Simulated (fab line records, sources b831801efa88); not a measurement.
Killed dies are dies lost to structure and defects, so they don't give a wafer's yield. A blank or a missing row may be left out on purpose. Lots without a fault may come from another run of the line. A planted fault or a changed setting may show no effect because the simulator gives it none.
Which tool did it? | flow sky130 | 10 lots, 30 wafers sampled, at 5 steps of a route of 708

WHAT THE GAUGES READ, wafer by wafer
SKY_VIA4_RS_MEAS_19: measures by four-point-probe. Usual: VIA4_W_RS 0.2241 ohm/sq, standard deviation 0.0029.
lot  | measured     | on            | VIA4_W_RS (ohm/sq)                        | flag
L350 | day 43 03:35 | film_metro-02 | 0.2238 0.2258 0.2210                      |
L353 | day 44 16:32 | film_metro-04 | 0.2237 0.2231 0.2222                      |
L352 | day 44 21:09 | film_metro-02 | 0.2245 0.2210 0.2196                      |
L356 | day 45 04:17 | film_metro-02 | 0.2209 0.2203 0.2211                      |
L358 | day 46 08:54 | film_metro-03 | 0.2235 0.2272 0.2250                      |
L360 | day 46 09:48 | film_metro-04 | 0.2290 0.2243 0.2222                      |
L362 | day 46 16:28 | film_metro-04 | 0.1750 0.1747 0.1762 0.1754 0.1747 0.1758 | OFF
L366 | day 47 08:53 | film_metro-02 | 0.2271 0.2262 0.2264                      |
L369 | day 48 00:14 | film_metro-02 | 0.2288 0.2292 0.2279                      |
L371 | day 48 10:34 | film_metro-02 | 0.2266 0.2239 0.2266                      |

SKY_VIA4_THK_MEAS_20: measures by xrf. Usual: VIA4_W_THK 503 nm, standard deviation 7.1.
lot  | measured     | on            | VIA4_W_THK (nm)         | flag
L350 | day 43 03:41 | film_metro-02 | 504 502 511             |
L353 | day 44 16:40 | film_metro-04 | 499 501 504             |
L352 | day 44 21:16 | film_metro-02 | 506 512 516             |
L356 | day 45 04:23 | film_metro-02 | 516 512 512             |
L358 | day 46 08:59 | film_metro-03 | 504 494 502             |
L360 | day 46 09:54 | film_metro-04 | 486 492 500             |
L362 | day 46 22:58 | film_metro-04 | 632 632 627 631 632 628 | OFF
L366 | day 47 09:00 | film_metro-02 | 503 506 502             |
L369 | day 48 00:22 | film_metro-02 | 496 497 500             |
L371 | day 48 10:41 | film_metro-02 | 501 508 500             |

WHICH TOOL RAN EACH LOT (tool, then ch and the chambers of the sampled wafers, then the start)
lot  | SKY_METAL4_STRIP_19                  | SKY_VIA4_CMP_02               | SKY_VIA4_CVD_18
L350 | plasma_asher-02 ch 0,1, day 42 03:13 | cmp-02 ch 0,1,2, day 42 04:01 | cvd_w-02 ch 0,1, day 43 03:26
L353 | plasma_asher-03 ch 0,1, day 43 17:02 | cmp-01 ch 0,2,3, day 43 17:56 | cvd_w-02 ch 0,1, day 44 16:23
L352 | plasma_asher-03 ch 0,1, day 43 21:48 | cmp-01 ch 0,1,3, day 43 22:44 | cvd_w-02 ch 0,1, day 44 21:00
L356 | plasma_asher-03 ch 0,1, day 44 04:23 | cmp-01 ch 0,1,2, day 44 05:22 | cvd_w-02 ch 0,1, day 45 04:07
L358 | plasma_asher-03 ch 0,1, day 45 10:37 | cmp-02 ch 1,2,3, day 45 11:31 | cvd_w-02 ch 0,1, day 46 08:44
L360 | plasma_asher-04 ch 0,1, day 45 10:44 | cmp-01 ch 1,3, day 45 11:34   | cvd_w-01 ch 0,1, day 46 09:40
L362 | plasma_asher-02 ch 0,1, day 45 18:26 | cmp-01 ch 0,1,2, day 45 19:19 | cvd_w-02 ch 0,1, day 46 16:18
L366 | plasma_asher-04 ch 0, day 46 10:41   | cmp-01 ch 0,3, day 46 11:37   | cvd_w-01 ch 0,1, day 47 08:44
L369 | plasma_asher-02 ch 0,1, day 47 02:13 | cmp-02 ch 0,1,3, day 47 03:04 | cvd_w-01 ch 0,1, day 48 00:05
L371 | plasma_asher-02 ch 0,1, day 47 13:41 | cmp-02 ch 0,1,2, day 47 14:34 | cvd_w-01 ch 0,1, day 48 10:25
- SKY_METAL4_STRIP_19: strips in O2/N2.
- SKY_VIA4_CMP_02: polishes SiO2.
- SKY_VIA4_CVD_18: deposits W, target thk 505 nm, time 152.14 s.

WHAT THE TOOLS THEMSELVES READ (means of the sampled wafers that have a number; where no wafer has one, the mark that the record gives instead)
SKY_METAL4_STRIP_19. Usual: drypump_motor_current_A 5.6 A, standard deviation 0.5; oes_product_au 0.501 a.u., standard deviation 0.0068; strip_time_to_endpoint_s 6.50 s, standard deviation 0.13.
lot  | tool            | drypump_motor_current_A (A) | oes_product_au (a.u.) | strip_time_to_endpoint_s (s) | flag
L350 | plasma_asher-02 | 5.3                         | 0.500                 | 6.50                         |
L353 | plasma_asher-03 | 6.0                         | 0.504                 | 6.52                         |
L352 | plasma_asher-03 | 6.0                         | 0.508                 | 6.66                         |
L356 | plasma_asher-03 | 6.3                         | 0.495                 | 6.40                         |
L358 | plasma_asher-03 | 6.3                         | 0.504                 | 6.54                         |
L360 | plasma_asher-04 | 5.9                         | 0.502                 | 6.49                         |
L362 | plasma_asher-02 | 5.2                         | 0.503                 | 6.64                         |
L366 | plasma_asher-04 | 6.2                         | 0.497                 | 6.47                         |
L369 | plasma_asher-02 | 5.2                         | 0.496                 | 6.39                         |
L371 | plasma_asher-02 | 5.2                         | 0.495                 | 6.45                         |

SKY_VIA4_CMP_02. Usual: motor_current_A 12.2 A, standard deviation 1.2.
lot  | tool   | motor_current_A (A) | flag
L350 | cmp-02 | 12.8                |
L353 | cmp-01 | 12.7                |
L352 | cmp-01 | 12.4                |
L356 | cmp-01 | 12.6                |
L358 | cmp-02 | 11.7                |
L360 | cmp-01 | 11.3                |
L362 | cmp-01 | 13.1                |
L366 | cmp-01 | 13.3                |
L369 | cmp-02 | 12.4                |
L371 | cmp-02 | 12.8                |

SKY_VIA4_CVD_18. Usual: chamber_pressure_Torr 40.01 Torr, standard deviation 0.093; heater_power_w 832 W, standard deviation 55; susceptor_temp_C 400.01 C, standard deviation 0.19.
lot  | tool     | chamber_pressure_Torr (Torr) | heater_power_w (W) | susceptor_temp_C (C) | flag
L350 | cvd_w-02 | 40.01                        | 811                | 399.95               |
L353 | cvd_w-02 | 39.98                        | 819                | 400.01               |
L352 | cvd_w-02 | 39.99                        | 812                | 399.82               |
L356 | cvd_w-02 | 40.12                        | 799                | 400.00               |
L358 | cvd_w-02 | 40.06                        | 815                | 400.05               |
L360 | cvd_w-01 | 39.93                        | 900                | 399.97               |
L362 | cvd_w-02 | 40.02                        | 869                | 412.90               | OFF
L366 | cvd_w-01 | 39.94                        | 882                | 400.03               |
L369 | cvd_w-01 | 39.97                        | 845                | 399.59               |
L371 | cvd_w-01 | 39.96                        | 860                | 400.12               |

THE ANSWER, worked out from the rows above alone
Rule: a lot is off if the mean of its wafers that have a number lies more than 3 standard deviations from the usual mean. A lot without any number at a reading at which 4 lots or more have one is off too. The other lots that the step has rows for count as sound. The gauges are gone through in route order, then the tools' own readings, and for those a lot's mean is taken as printed above. The first step at which some lot is off is used, and at that step the reading that is off furthest; a lot without a number counts as furthest.
Off: L362, at SKY_VIA4_RS_MEAS_19 (VIA4_W_RS).
A tool fits if, at a process step before that reading, it ran every lot that is off, and no sound lot after the first of them. The gauges at SKY_VIA4_RS_MEAS_19 aren't tried: what is off there is off at SKY_VIA4_CVD_18 too, on other tools, and a gauge's error can't cause that. One fits: cvd_w-02 at SKY_VIA4_CVD_18. Its last sound lot is L358 (day 46 08:44), its first lot that is off L362 (day 46 16:18): a fault that began between those two fits.
The tool's own readings at SKY_VIA4_CVD_18 bear it out: on the lots that are off they differ by more than 5 times the standard deviation of the sound lots' means. susceptor_temp_C reads 412.90 C there against 399.95 C on the sound lots.

WHAT THE SIMULATOR HAD PUT IN
Process parameter drift: cvd_w-02, from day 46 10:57 on, at SKY_VIA4_CVD_18. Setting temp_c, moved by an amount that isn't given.
Lots struck among those shown: L362. The rule above found the same.
